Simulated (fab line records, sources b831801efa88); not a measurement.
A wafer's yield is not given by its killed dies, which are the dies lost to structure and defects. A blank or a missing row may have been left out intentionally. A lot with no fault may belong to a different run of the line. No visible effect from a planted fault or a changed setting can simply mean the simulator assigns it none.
The same fault as seen by 2 desks ; flow sky130 ; each desk has only its own numbers; what lay behind them comes last

== FOR THE TOOL OWNER'S DESK: rie_metal-02 ==
The tool's own readings at SKY_METAL5_METAL_ETCH_15 (etches the open film in Cl2/BCl3, stops on SiO2, target depth 1260 nm, time 252 s): means of the sampled wafers that have a number, for each lot that ran on this tool. Marked OUT: a lot whose mean sits more than 4 standard deviations from the usual mean, which makes it out of limits; the brackets give that distance.
Columns: A = drypump_motor_current_A at SKY_METAL5_METAL_ETCH_15, usual 5.7 A; B = oes_product_au at SKY_METAL5_METAL_ETCH_15, usual 0.893 a.u.; C = run_length_s at SKY_METAL5_METAL_ETCH_15, usual 280.3 s; D = throttle_valve_pct at SKY_METAL5_METAL_ETCH_15, usual 22.264 %
lot;first seen here;A;B;C;D
L969;day 43 17:34;6.0;0.892;279.9;22.270
L970;day 43 20:52;6.0;0.897;280.3;22.271
L971;day 44 09:39;6.0;0.900;280.1;22.265
L972;day 44 13:53;5.9;0.924 (+6.0) OUT;265.2 (-24) OUT;22.269
Finding of this desk: L972 out of limits; the first was L972 at day 44 13:53, on oes_product_au at SKY_METAL5_METAL_ETCH_15. L969, L970, L971 stayed within limits.

== METROLOGY DESK ==
Lot by lot, what the gauges showed, no matter which tool ran the lot: averages of those sampled wafers that carry a number. Marked OUT: a lot whose mean sits more than 4 standard deviations from the usual mean, which makes it out of limits; the brackets give that distance.
Columns: A = POLY_GATE_TW at SKY_RES_PROTECT_TW_MEAS_08, usual 4065; B = POLY_GATE_OXIDATION_THK at SKY_POLY_GATE_THK_MEAS_21, usual 4.00 nm; C = LDD_LDN_OVL at SKY_LDD_LDN_OVL_MEAS_07, usual -1.1 nm
lot;first seen here;A;B;C
L969;day 14 23:19;4092;4.06;-2.7
L970;day 15 03:01;4134;3.93;-1.5
L971;day 15 16:42;4131;3.91;-2.5
L972;day 16 02:32;4093;3.90;-0.7
L980;day 18 15:46;4082;3.95;-1.2
L981;day 18 21:49;4098;4.01;-2.6
L986;day 20 20:46;4072;3.92;-0.6
L987;day 21 05:54;4046;4.04;0.8
L988;day 21 21:07;4050;4.01;-1.3
L990;day 22 13:34;4041;4.07;0.5
L991;day 22 18:11;4026;4.03;-2.1
This desk's finding: nothing out of limits on any of the 11 lots.

== TAKEN TOGETHER ==
The tool owner's desk had the chance to raise an alarm at day 44 13:53 on L972.
At the metrology desk, nothing out of limits was observed.
The metrology desk holds a record of L972, inside its limits.
On rie_metal-02, each named lot ran SKY_METAL5_METAL_ETCH_15.

== WHAT THE SIMULATOR PUT IN ==
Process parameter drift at SKY_METAL5_METAL_ETCH_15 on rie_metal-02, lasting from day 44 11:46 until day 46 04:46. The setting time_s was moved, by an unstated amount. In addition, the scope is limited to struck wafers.
Shown lots that were struck: L972.
How many hours passed from the start of the fault until each desk's first out-of-limits reading: the tool owner's desk, 2.
